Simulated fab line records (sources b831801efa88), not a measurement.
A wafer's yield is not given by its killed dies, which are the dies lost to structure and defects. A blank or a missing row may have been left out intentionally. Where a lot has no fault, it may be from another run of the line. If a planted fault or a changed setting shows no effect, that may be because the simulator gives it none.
The tool behind it: which one? -- flow sky130 -- 24 lots with 72 wafers sampled at 4 steps, on a route of 708 steps

== WHAT THE GAUGES READ, wafer by wafer ==
SKY_NWELL_TW_MEAS_15.
lot,measured,on,NWELL_TW
L074,day 4 16:15,film-metro-03,1796 1802 1788
L075,day 4 21:31,film-metro-02,1848 1828 1836
L076,day 5 05:41,film-metro-01,1791 1798 1807
L077,day 5 11:04,film-metro-01,1811 1812 1806
L078,day 5 15:59,film-metro-01,1806 1814 1792
L079,day 5 18:38,film-metro-03,1813 1808 1801
L080,day 5 20:38,film-metro-03,1796 1797 1802
L081,day 6 01:58,film-metro-02,1817 1828 1816
L082,day 6 03:56,film-metro-03,1813 1814 1819
L083,day 6 06:58,film-metro-01,1802 1807 1803
L084,day 6 08:51,film-metro-03,1803 1803 1800
L085,day 6 10:28,film-metro-02,1844 1830 1835
L086,day 6 11:46,film-metro-03,1808 1815 1809
L087,day 6 13:08,film-metro-01,1799 1794 1797
L088,day 10 13:43,film-metro-01,1785 1786 1788
L089,day 10 22:00,film-metro-03,1803 1805 1794
L090,day 11 03:53,film-metro-03,1816 1815 1810
L091,day 11 01:46,film-metro-01,1801 1794 1799
L092,day 11 03:08,film-metro-02,1849 1846 1846
L093,day 11 01:24,film-metro-03,1818 1817 1803
L094,day 11 03:18,film-metro-03,1813 1812 1815
L095,day 11 04:02,film-metro-01,1802 1799 1809
L096,day 11 07:50,film-metro-03,1814 1822 1820
L097,day 11 06:15,film-metro-01,1806 1816 1796

SKY_NWELL_RS_MEAS_31: the measuring method here is four-point-probe.
lot,measured,on,PWDE_RS (ohm/sq)
L074,day 5 10:31,film-metro-01,5271 5254 5254
L075,day 5 16:07,film-metro-02,5246 5256 5254
L076,day 5 22:23,film-metro-03,5302 5308 5298
L077,day 6 01:28,film-metro-03,5264 5268 5289
L078,day 6 03:45,film-metro-02,5244 5260 5255
L079,day 6 05:56,film-metro-02,5304 5280 5294
L080,day 6 06:51,film-metro-03,5254 5263 5250
L081,day 6 09:40,film-metro-01,5245 5244 5240
L082,day 6 11:08,film-metro-01,5284 5269 5284
L083,day 6 12:56,film-metro-03,5269 5260 5259
L084,day 6 13:39,film-metro-03,5288 5287 5284
L085,day 6 14:27,film-metro-02,5276 5281 5278
L086,day 6 15:09,film-metro-02,5218 5226 5241
L087,day 6 15:55,film-metro-02,5272 5269 5289
L088,day 11 14:03,film-metro-02,5250 5236 5237
L089,day 11 22:25,film-metro-03,5300 5322 5277
L090,day 12 05:20,film-metro-03,5261 5262 5263
L091,day 12 02:36,film-metro-03,5290 5276 5280
L092,day 12 04:11,film-metro-02,5225 5222 5229
L093,day 12 02:05,film-metro-01,5265 5285 5291
L094,day 12 04:29,film-metro-01,5264 5261 5254
L095,day 12 05:25,film-metro-02,5273 5272 5302
L096,day 12 09:14,film-metro-02,5280 5289 5276
L097,day 12 07:59,film-metro-02,5279 5285 5245

== TOOL THAT RAN EACH LOT (tool first, then ch and the chambers of the sampled wafers, then the start) ==
lot,SKY_FIELD_ISO_ETCH_14,SKY_FIELD_ISO_ETCH_17
L074,"rie-diel-01 ch 1,2, day 2 06:04","rie-si-02 ch 1,3, day 2 06:15"
L075,"rie-diel-03 ch 0,1,3, day 2 12:06","rie-si-01 ch 0,2,3, day 2 12:18"
L076,"rie-diel-01 ch 0,2,3, day 2 19:08","rie-si-01 ch 1,2,3, day 2 19:20"
L077,"rie-diel-03 ch 1,2,3, day 2 22:07","rie-si-02 ch 0,1,2, day 2 22:18"
L078,"rie-diel-03 ch 1,2, day 3 01:42","rie-si-02 ch 1,3, day 3 01:54"
L079,"rie-diel-03 ch 1,2,3, day 3 07:26","rie-si-02 ch 0,2,3, day 3 07:38"
L080,"rie-diel-02 ch 0,1,2, day 3 11:10","rie-si-01 ch 1,2,3, day 3 11:21"
L081,"rie-diel-03 ch 0,2,3, day 3 16:56","rie-si-01 ch 0,2, day 3 17:08"
L082,"rie-diel-03 ch 2,3, day 3 22:28","rie-si-02 ch 0,1,2, day 3 22:39"
L083,"rie-diel-01 ch 1,2,3, day 4 03:38","rie-si-02 ch 1,2, day 4 03:50"
L084,"rie-diel-03 ch 0,1,2, day 4 08:56","rie-si-01 ch 0,2,3, day 4 09:08"
L085,"rie-diel-02 ch 1,2, day 4 16:07","rie-si-02 ch 0,1,2, day 4 16:18"
L086,"rie-diel-03 ch 1,2,3, day 4 19:29","rie-si-01 ch 0,1, day 4 19:41"
L087,"rie-diel-02 ch 1,2, day 4 23:45","rie-si-01 ch 0,1,3, day 4 23:57"
L088,"rie-diel-01 ch 1,2,3, day 7 15:20","rie-si-02 ch 0,2, day 7 15:32"
L089,"rie-diel-01 ch 1,3, day 7 16:32","rie-si-02 ch 1,2, day 7 16:44"
L090,"rie-diel-01 ch 1,2,3, day 7 18:28","rie-si-02 ch 0,2, day 7 18:40"
L091,"rie-diel-02 ch 1,3, day 7 19:11","rie-si-01 ch 0,1, day 7 19:23"
L092,"rie-diel-01 ch 0,1,3, day 7 20:23","rie-si-01 ch 1,2, day 7 20:35"
L093,"rie-diel-02 ch 0,2, day 7 20:52","rie-si-01 ch 0,1,2, day 7 21:04"
L094,"rie-diel-01 ch 0,2, day 7 21:28","rie-si-02 ch 1,2, day 7 21:40"
L095,"rie-diel-02 ch 0,1, day 7 21:56","rie-si-01 ch 0,1,2, day 7 22:11"
L096,"rie-diel-02 ch 0,1,2, day 7 23:38","rie-si-02 ch 0,2, day 7 23:50"
L097,"rie-diel-01 ch 1,2,3, day 8 00:29","rie-si-02 ch 0,1, day 8 00:41"
- SKY_FIELD_ISO_ETCH_14: etches BARC in N2/H2, stops on SiO2, time 45.9 s, target depth 60 nm.
- SKY_FIELD_ISO_ETCH_17: etches Si in HBr/Cl2/O2, target depth 342 nm, time 97.7 s.

== AS READ BY THE TOOLS THEMSELVES (means over the sampled wafers that have a number; for cases with no such wafer, the mark the record gives instead) ==
SKY_FIELD_ISO_ETCH_14.
lot,tool,drypump-motor-current-A (A),oes-product-au (a.u.),throttle-valve-pct (%)
L074,rie-diel-01,5.7,0.855,13.226
L075,rie-diel-03,6.0,0.857,13.226
L076,rie-diel-01,5.2,0.857,13.229
L077,rie-diel-03,5.9,0.852,13.232
L078,rie-diel-03,5.9,0.853,13.223
L079,rie-diel-03,5.9,0.855,13.221
L080,rie-diel-02,5.1,0.856,13.222
L081,rie-diel-03,5.5,0.856,13.210
L082,rie-diel-03,5.8,0.859,13.227
L083,rie-diel-01,5.4,0.854,13.229
L084,rie-diel-03,5.6,0.851,13.230
L085,rie-diel-02,5.1,0.862,13.226
L086,rie-diel-03,5.9,0.854,13.227
L087,rie-diel-02,5.0,0.855,13.221
L088,rie-diel-01,5.4,0.854,13.223
L089,rie-diel-01,5.3,0.851,13.218
L090,rie-diel-01,5.4,0.858,13.221
L091,rie-diel-02,5.3,0.851,13.226
L092,rie-diel-01,5.3,0.853,13.226
L093,rie-diel-02,4.9,0.857,13.221
L094,rie-diel-01,5.4,0.857,13.226
L095,rie-diel-02,5.3,0.851,13.229
L096,rie-diel-02,5.1,0.859,13.233
L097,rie-diel-01,5.4,0.861,13.223

SKY_FIELD_ISO_ETCH_17.
lot,tool,O2_flow_sccm (sccm),drypump-motor-current-A (A),oes-product-au (a.u.),throttle-valve-pct (%)
L074,rie-si-02,6.006,5.6,0.988,25.657
L075,rie-si-01,6.024,5.9,0.989,25.666
L076,rie-si-01,5.997,6.0,0.969,25.675
L077,rie-si-02,6.005,5.8,0.997,25.664
L078,rie-si-02,5.995,5.6,0.998,25.655
L079,rie-si-02,6.017,5.9,0.996,25.656
L080,rie-si-01,6.004,6.0,0.970,25.684
L081,rie-si-01,6.006,5.7,0.989,25.673
L082,rie-si-02,5.986,5.8,0.991,25.656
L083,rie-si-02,5.984,6.0,1.001,25.656
L084,rie-si-01,6.005,5.9,0.987,25.661
L085,rie-si-02,5.990,5.8,0.996,25.663
L086,rie-si-01,5.995,6.1,0.985,25.665
L087,rie-si-01,6.012,6.1,0.978,25.670
L088,rie-si-02,6.008,6.1,1.006,25.660
L089,rie-si-02,5.982,6.0,1.000,25.653
L090,rie-si-02,5.992,6.1,1.007,25.656
L091,rie-si-01,5.996,6.1,0.990,25.663
L092,rie-si-01,6.011,6.0,0.992,25.663
L093,rie-si-01,6.007,5.9,0.983,25.659
L094,rie-si-02,5.984,5.8,1.003,25.658
L095,rie-si-01,6.020,6.0,0.992,25.672
L096,rie-si-02,5.992,5.8,1.003,25.661
L097,rie-si-02,6.017,5.6,0.996,25.663

== THE ANSWER, worked out from the rows above alone ==
Rule: usual is defined by the lots themselves. Put in order of their means at a reading, lots are off if they are a third of the lots or fewer, leave a main group of 4 or more, and stand apart from it by a gap of 3 or more times the standard deviation of the main group's means; of several such gaps the widest counts. A main group whose means are all the same, to the digits that the tables above print for the reading, isn't used. A lot without any number at a reading at which 4 lots or more have one is off too. The other lots that the step has rows for count as sound. First the gauges in route order, then the tools' own readings, where a lot's mean is used as printed above. The first step at which some lot is off is used, and at that step the reading that is off furthest; a lot without a number counts as furthest.
No lot is off at any reading shown: from this, nothing can be told.

== WHAT THE SIMULATOR PUT IN ==
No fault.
